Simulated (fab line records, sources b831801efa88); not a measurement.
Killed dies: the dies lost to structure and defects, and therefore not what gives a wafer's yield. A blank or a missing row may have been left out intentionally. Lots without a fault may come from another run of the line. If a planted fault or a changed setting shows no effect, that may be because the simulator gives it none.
Struck lot and sound lot, side by side ; flow sky130 ; 15 out of 708 route steps
Sound: these wafers, L341.1, L341.5, L341.6. Struck: wafers L349.3, L349.4, L349.5. Last of all comes the cause.
Each step with rows lists, per side, the tool, then ch with its chambers, then its first start. Under that, the readings that differ: sound wafers ; struck wafers ; difference of the means ; sigmas: that difference in standard deviations of wafers without a fault.
alike: readings whose means differ by less than 2 such deviations, and words and numbers that are the same on both sides. not compared: withheld readings, readings that some wafer has no value for, bounds like >300 that may hide the same value, and numbers for which the record gives no deviation and whose values overlap.
The two part at a step that has a row with sigmas, a row that says differs or no value, or rows on one side only. When numbers do not overlap yet have no deviation, they are printed without sigmas and do not part them. Lack of a reading on every wafer of one side parts them only where that side has two or more wafers.

SKY_PASSIVATION_CVD_02: deposits Si3N4, target thk 540 nm.
  sound on pecvd-02 ch 0,1,2, day 44 16:58; struck on pecvd-02 ch 1,2, day 47 10:43
  alike: heater power w, rf fwd power W
SKY_PASSIVATION_THK_MEAS_03:
  struck on film metro-03, day 47 11:05; sound on film metro-01, day 44 17:11
  alike: PASSIVATION_CVD_02_THK
then, 7 steps without rows for these wafers: SKY_PASSIVATION_DEHYDRATE_04 (time 60 s); SKY_PASSIVATION_HMDS_05 (prime time 60 s); SKY_PASSIVATION_COAT_06 (resist thk 3000 nm); SKY_PASSIVATION_SOFTBAKE_07; SKY_PASSIVATION_EXPOSE_08 (exposes mask NSM, target cd 3000 nm); SKY_PASSIVATION_PEB_09; SKY_PASSIVATION_DEVELOP_10 (develop time 60 s).
SKY_PASSIVATION_ETCH_11: etches the open film in CF4/O2, stops on AlCu, target depth 725 nm, time 161.1 s.
  sound on rie diel-01 ch 1,2,3, day 45 15:01; struck on rie diel-04 ch 0,1, day 48 05:21
reading;sound;struck;difference;sigmas
drypump motor current A (A);6.3 6.0 6.0;5.2 5.0 5.2;-1.0;-3
  alike: oes product au, rf fwd power W, throttle valve pct
  not compared: rf hours counter h
SKY_PASSIVATION_STRIP_12: strips in O2/N2.
  sound on plasma asher-01 ch 0,1, day 45 15:07; struck on plasma asher-04 ch 0,1, day 48 05:29
  alike: drypump motor current A, n2 flow sccm, oes product au, strip time to endpoint s
  not compared: rf hours counter h
then, 1 step without rows for these wafers: SKY_PAD_OPEN_DEHYDRATE_00 (time 60 s).
SKY_PAD_OPEN_HMDS_01: prime time 60 s.
  sound on litho track-02 ch 0, day 46 01:52; struck on litho track-02 ch 0, day 48 14:07
reading;sound;struck;difference;sigmas
prime temp c (C);119.85 119.90 119.88;122.09 122.11 122.02;+2.20;+15
then, 1 step without rows for these wafers: SKY_PAD_OPEN_COAT_02 (resist thk 3000 nm).
SKY_PAD_OPEN_PROBE_99:
  the record holds rows for the sound wafers here (prober-02, day 46 14:32) but none for the struck ones

WHERE THEY PART
At SKY_PASSIVATION_ETCH_11 first; at SKY_PAD_OPEN_PROBE_99 last (within this record only).

WHY: what had been put in by the simulator
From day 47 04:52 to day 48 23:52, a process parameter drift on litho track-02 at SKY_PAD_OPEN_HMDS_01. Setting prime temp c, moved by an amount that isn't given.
